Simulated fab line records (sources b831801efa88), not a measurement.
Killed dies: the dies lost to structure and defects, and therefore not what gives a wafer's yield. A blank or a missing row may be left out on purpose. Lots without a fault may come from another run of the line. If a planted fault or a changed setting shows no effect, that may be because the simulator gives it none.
Split-lot trial | flow gf180mcu | 23 wafers read across 5 lots, on a route 602 steps long

SPLIT DETAILS
At GF_DNWELL_IMPLANT_07, the setting dose-cm2 was moved away from the recipe's 1e+13 on 6 of the 23 wafers read, by -5.8% to -5.3%. All remaining wafers had this setting at the recipe value.

FROM THE SPLIT TO THE READING: what the file shows between them, 1 step
- GF_DNWELL_STRIP_08: strips in O2/N2

THE READING
DNWELL_TW, at GF_DNWELL_TW_MEAS_09. Fault-free wafers of this fab line usually give 1349, standard deviation 10.

wafer  | tool, chamber at the split | dose-cm2 as run | against the recipe | DNWELL_TW | against lot-mates on the recipe
L074.2 | implanter-04, 0            | 1e+13           | recipe             | 1335      | -
L074.3 | implanter-04, 0            | 1e+13           | recipe             | 1335      | -
L074.4 | implanter-04, 0            | 9.417e+12       | -5.8%              | 1308      | -27
L074.5 | implanter-04, 0            | 9.417e+12       | -5.8%              | 1312      | -23
L074.6 | implanter-04, 0            | 9.417e+12       | -5.8%              | 1316      | -19
L075.1 | implanter-01, 0            | 1e+13           | recipe             | 1361      | -
L075.2 | implanter-01, 0            | 9.469e+12       | -5.3%              | 1336      | -24
L075.3 | implanter-01, 0            | 9.469e+12       | -5.3%              | 1343      | -18
L075.4 | implanter-01, 0            | 9.469e+12       | -5.3%              | 1330      | -30
L075.5 | implanter-01, 0            | 1e+13           | recipe             | 1360      | -
L076.2 | implanter-02, 0            | 1e+13           | recipe             | 1353      | -
L076.5 | implanter-02, 0            | 1e+13           | recipe             | 1349      | -
L076.6 | implanter-02, 0            | 1e+13           | recipe             | 1361      | -
L080.1 | implanter-01, 0            | 1e+13           | recipe             | 1367      | -
L080.2 | implanter-01, 0            | 1e+13           | recipe             | 1370      | -
L080.3 | implanter-01, 0            | 1e+13           | recipe             | 1363      | -
L080.4 | implanter-01, 0            | 1e+13           | recipe             | 1365      | -
L080.5 | implanter-01, 0            | 1e+13           | recipe             | 1363      | -
L085.1 | implanter-04, 0            | 1e+13           | recipe             | 1334      | -
L085.2 | implanter-04, 0            | 1e+13           | recipe             | 1334      | -
L085.4 | implanter-04, 0            | 1e+13           | recipe             | 1349      | -
L085.5 | implanter-04, 0            | 1e+13           | recipe             | 1342      | -
L085.6 | implanter-04, 0            | 1e+13           | recipe             | 1339      | -

THE FIT
A straight line over all 23 wafers: DNWELL_TW changes by +5.08 for each +1% of dose-cm2; r = +0.71; the points scatter about the line by 13.
The same after taking each lot's own level away (the mean of its wafers on the recipe; 23 wafers): +4.21 for each +1%; r = +0.93; scatter 4.4.
The reading moves by 25 for the largest change in dose-cm2, on that fit.
Measured against the standard deviation above, the lots' own levels, which go from 1335.0 to 1365.6, span 3.1 times it.
So the lot-to-lot level blurs the effect unless lot-mates are compared.
Check: with one of the wafers moved furthest among these (-5.8%) left out of the fit, the line predicts -24.1 for it against its lot-mates. It came out at -27 against them.

THE OTHER SPLITS THESE WAFERS WENT THROUGH
Other splits were also applied to these wafers ahead of the reading. Each is held against what the fit with the lots' levels taken away leaves over:
other split on the same wafers | wafers away from the commonest value | r with DNWELL_TW (lot level and that fit taken away)
GF_STI_CVD_03 time-s           | 18                                   | +0.02
GF_STI_PEB_10 peb-temp-c       | 7                                    | -0.40
GF_STI_ETCH_13 time-s          | 7                                    | +0.23
GF_STI_WET_ETCH_26 time-s      | 15                                   | -0.10
GF_DNWELL_COAT_02 spin-rpm     | 9                                    | +0.26

THE FILE'S OWN FIT
DNWELL_TW changes by +4.24 for each +1% of dose-cm2, r = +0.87.
